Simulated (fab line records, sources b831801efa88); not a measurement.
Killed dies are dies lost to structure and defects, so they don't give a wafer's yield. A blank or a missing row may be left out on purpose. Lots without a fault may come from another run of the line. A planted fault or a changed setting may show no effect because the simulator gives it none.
Problem report in the 8D (eight disciplines) form, filled by code | flow sky130 | the parts of the form that need people (team, actions taken, sign-off) are left out

1. THE PROBLEM
RES_XHIGH_TW at SKY_RES_XHIGH_TW_MEAS_09 reads a mean of 30 on 6 wafers of 2 lots; wafers without a fault read 1632 with a standard deviation of 12. That is -99 or more standard deviations from the usual mean.
First seen on wafer L640.2, day 32 17:24, on film_metro-02. The record holds 42 wafers of 14 lots with a number at this step. Rule for "out", or "out of limits": more than 4 standard deviations from the usual mean. The other wafers with a number count as sound.

2. WHAT IT IS AND WHAT IT IS NOT
question                    | is                     | is not
which readings at this step | RES_XHIGH_TW           | -
which lots                  | L640, L641             | L624, L626, L629, L630, L633, L635, L642, L643, L644, L645, L646, L647
which wafers of those lots  | all that have a number | -
read on which gauges        | film_metro-02          | film_metro-01, film_metro-03
when                        | from day 32 17:24      | up to then (18 sound wafers); but 18 sound wafers of L642, L643, L644, L645, L646, L647 came after

3. SUSPECTS, AND WHAT RULES EACH OUT
Counting: a tool at a process step up to the reading stays a suspect if it ran every lot that is out and no sound lot after the first of them.
- the gauge at SKY_RES_XHIGH_TW_MEAS_09: kept. All the wafers that are out were read on film_metro-02, and no step on other tools shows them out.
- iline_stepper-01 at SKY_RES_XHIGH_EXPOSE_04 (exposes mask URPM, target cd 1270 nm): ruled out as a lasting fault. Sound lots L642, L643, L646, L645 ran on it after its first lot that is out, L640 (day 32 03:53).
Left after counting: film_metro-02 at SKY_RES_XHIGH_TW_MEAS_09.

4. THE CAUSE (what the simulator had put in)
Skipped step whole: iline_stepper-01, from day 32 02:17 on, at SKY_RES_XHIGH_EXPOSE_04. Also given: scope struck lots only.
Counting ruled it out, wrongly: the rule takes a fault to strike every lot that its tool runs from its start on, and this one did not.

5. THE CHAIN OF EFFECTS, in route order
Each row: a reading whose mean over the struck wafers that have a number lies more than 3 standard deviations from the usual. Only readings for which the record gives a usual standard deviation are gone through. hours: the time from each lot's start at the first step in this table that gives one to its start at this step, as a median over the lots. sigmas: the change in usual standard deviations.
hours | step                     | reading      | usual | on struck wafers | change | sigmas
0     | SKY_RES_XHIGH_TW_MEAS_09 | RES_XHIGH_TW | 1632  | 30               | -1602  | -99 or more
Readings that are blank on the struck wafers while sound wafers have them: exposure_dose_mJ_cm2 at SKY_RES_XHIGH_EXPOSE_04; focus_offset_nm at SKY_RES_XHIGH_EXPOSE_04; stage_vel_mm_s at SKY_RES_XHIGH_EXPOSE_04.
Later measuring or inspecting steps at which every struck wafer that the step has a row for has a number for every such reading, and none has moved that far: SKY_LI_CONTACT_THK_MEAS_01.

6. WHAT WOULD HAVE CAUGHT IT SOONER
In this record the first reading out of limits at a measuring or inspecting step was taken at day 32 17:24, 15 hours after the fault began at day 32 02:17.
At SKY_RES_XHIGH_EXPOSE_04 the tool's readings are blank on the struck wafers, where sound wafers have them: an empty tool record is the first sign, and it was there at once.
